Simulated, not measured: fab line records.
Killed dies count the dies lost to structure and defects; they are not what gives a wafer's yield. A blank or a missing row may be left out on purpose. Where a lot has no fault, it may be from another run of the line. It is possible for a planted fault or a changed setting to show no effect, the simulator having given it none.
Chamber matching + flow sfq line + SFQ_TRILAYER_I3_CMP_CMP_082 on cmp-01 has 4 sister chambers
The step polishes SiO2. 8 wafers are shown with their chamber, then 7 later ones without.

WAFERS, EACH WITH ITS CHAMBER
| wafer  | chamber | motor current A (A) | time to endpoint s (s) |
|--------|---------|---------------------|------------------------|
| L644.4 | 1       | 10.9                | 212                    |
| L644.3 | 0       | 9.8                 | 201                    |
| L645.1 | 3       | 10.5                | 202                    |
| L645.2 | 2       | 10.4                | 203                    |
| L645.5 | 0       | 9.7                 | 199                    |
| L646.1 | 3       | 10.2                | 197                    |
| L646.2 | 1       | 11.6                | 212                    |
| L646.6 | 2       | 9.6                 | 221                    |

WAFERS WITH NO CHAMBER GIVEN
| wafer  | motor current A (A) | time to endpoint s (s) |
|--------|---------------------|------------------------|
| L653.1 | 9.5                 | 212                    |
| L653.3 | 9.6                 | 216                    |
| L653.4 | 11.0                | 224                    |
| L661.1 | 9.5                 | 201                    |
| L662.2 | 11.1                | 222                    |
| L662.3 | 9.9                 | 204                    |
| L662.4 | 9.5                 | 215                    |

WHICH CHAMBER EACH ONE RAN IN
| wafer  | from the rows above          | in truth |
|--------|------------------------------|----------|
| L653.1 | can't be placed: 2 or 0 or 3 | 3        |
| L653.3 | can't be placed: 2 or 0 or 3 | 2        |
| L653.4 | can't be placed: 1 or 2      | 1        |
| L661.1 | can't be placed: 0 or 2 or 3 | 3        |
| L662.2 | can't be placed: 1 or 2      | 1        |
| L662.3 | can't be placed: 0 or 2 or 3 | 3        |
| L662.4 | can't be placed: 2 or 0 or 3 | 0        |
Placed correctly: 0 of 7. Not placeable from these rows: 7 (in 7, the candidates include the true chamber). Wrongly placed: 0.
How it was worked out, from the rows above alone: a wafer's distance from a chamber is the root of the sum, over the readings, of the square of ((its reading less the chamber's mean) divided by the reading's scatter). If the next closest chamber is less than 2 further off than the closest, the wafer can't be placed; otherwise it belongs to the closest. A chamber's mean is the mean of its shown wafers. The scatter: the root of (the sum of the squares of (reading less its chamber's mean) over the shown wafers, divided by (wafers less chambers)).
